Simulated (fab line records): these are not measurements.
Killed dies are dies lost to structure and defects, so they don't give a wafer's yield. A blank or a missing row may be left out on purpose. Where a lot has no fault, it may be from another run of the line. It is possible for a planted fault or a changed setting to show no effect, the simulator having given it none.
Which tool did it? :: flow sky130 :: 6 lots with 18 wafers sampled at 3 steps, on a route of 708 steps

## WHAT EACH GAUGE READ, for each wafer
SKY_LDD_HVN_TW_MEAS_10.
lot: L337
measured: day 21 09:14
on: film-metro-03
LDD_HVN_TW: 1448 1445 1443

lot: L339
measured: day 22 05:13
on: film-metro-03
LDD_HVN_TW: 1441 1437 1439

lot: L343
measured: day 23 17:19
on: film-metro-02
LDD_HVN_TW: 1450 1457 1446

lot: L346
measured: day 24 22:58
on: film-metro-01
LDD_HVN_TW: 1475 1475 1473

lot: L350
measured: day 26 13:50
on: film-metro-02
LDD_HVN_TW: 3147 3140 3132

lot: L357
measured: day 28 00:32
on: film-metro-03
LDD_HVN_TW: 1435 1441 1435

## EACH LOT AND THE TOOL THAT RAN IT (in order: tool; ch and the chambers of the sampled wafers; start)
lot: L337
SKY_POLY_GATE_ETCH_15: rie-diel-02 ch 0,2,3, day 17 09:43
SKY_LDD_HVN_IMPLANT_08: implanter-01 ch 0, day 21 08:59

lot: L339
SKY_POLY_GATE_ETCH_15: rie-diel-01 ch 0,1,3, day 18 05:46
SKY_LDD_HVN_IMPLANT_08: implanter-04 ch 0, day 22 04:58

lot: L343
SKY_POLY_GATE_ETCH_15: rie-diel-04 ch 0,1,2, day 19 12:10
SKY_LDD_HVN_IMPLANT_08: implanter-04 ch 0, day 23 17:04

lot: L346
SKY_POLY_GATE_ETCH_15: rie-diel-04 ch 0,3, day 21 00:31
SKY_LDD_HVN_IMPLANT_08: implanter-04 ch 0, day 24 22:43

lot: L350
SKY_POLY_GATE_ETCH_15: rie-diel-02 ch 1,2, day 22 17:40
SKY_LDD_HVN_IMPLANT_08: implanter-04 ch 0, day 26 13:35

lot: L357
SKY_POLY_GATE_ETCH_15: rie-diel-04 ch 1,2, day 24 06:19
SKY_LDD_HVN_IMPLANT_08: implanter-02 ch 0, day 28 00:19
- SKY_POLY_GATE_ETCH_15: etches BARC in N2/H2, stops on SiO2, time 118.5 s, target depth 110 nm.
- SKY_LDD_HVN_IMPLANT_08

## THE ANSWER, worked out from the rows above alone
Rule: what is usual is taken from the lots themselves. The widest of any qualifying gaps counts: lots, ordered by their means at a reading, are off when they make up no more than a third of the lots, leave a main group of 4 or more, and stand apart from it by 3 or more times the standard deviation of that group's means. If all means in a main group match to the digits the tables above print for the reading, that group is not used. Also off: a lot with no number at a reading for which 4 or more lots have one. Where the step has rows for the other lots, those lots are counted as sound.
Off: L350, seen at SKY_LDD_HVN_TW_MEAS_10 (LDD_HVN_TW). For the main group the mean is 1449 and the standard deviation 13.
A tool fits if, at a process step before that reading, it ran every lot that is off, and no sound lot after the first of them. Those tools and the gauges at SKY_LDD_HVN_TW_MEAS_10 are tried in the same way. Can't be told from this: 3 tools fit, rie-diel-02 at SKY_POLY_GATE_ETCH_15, implanter-04 at SKY_LDD_HVN_IMPLANT_08, film-metro-02 at SKY_LDD_HVN_TW_MEAS_10.

## WHAT HAD BEEN PUT IN BY THE SIMULATOR
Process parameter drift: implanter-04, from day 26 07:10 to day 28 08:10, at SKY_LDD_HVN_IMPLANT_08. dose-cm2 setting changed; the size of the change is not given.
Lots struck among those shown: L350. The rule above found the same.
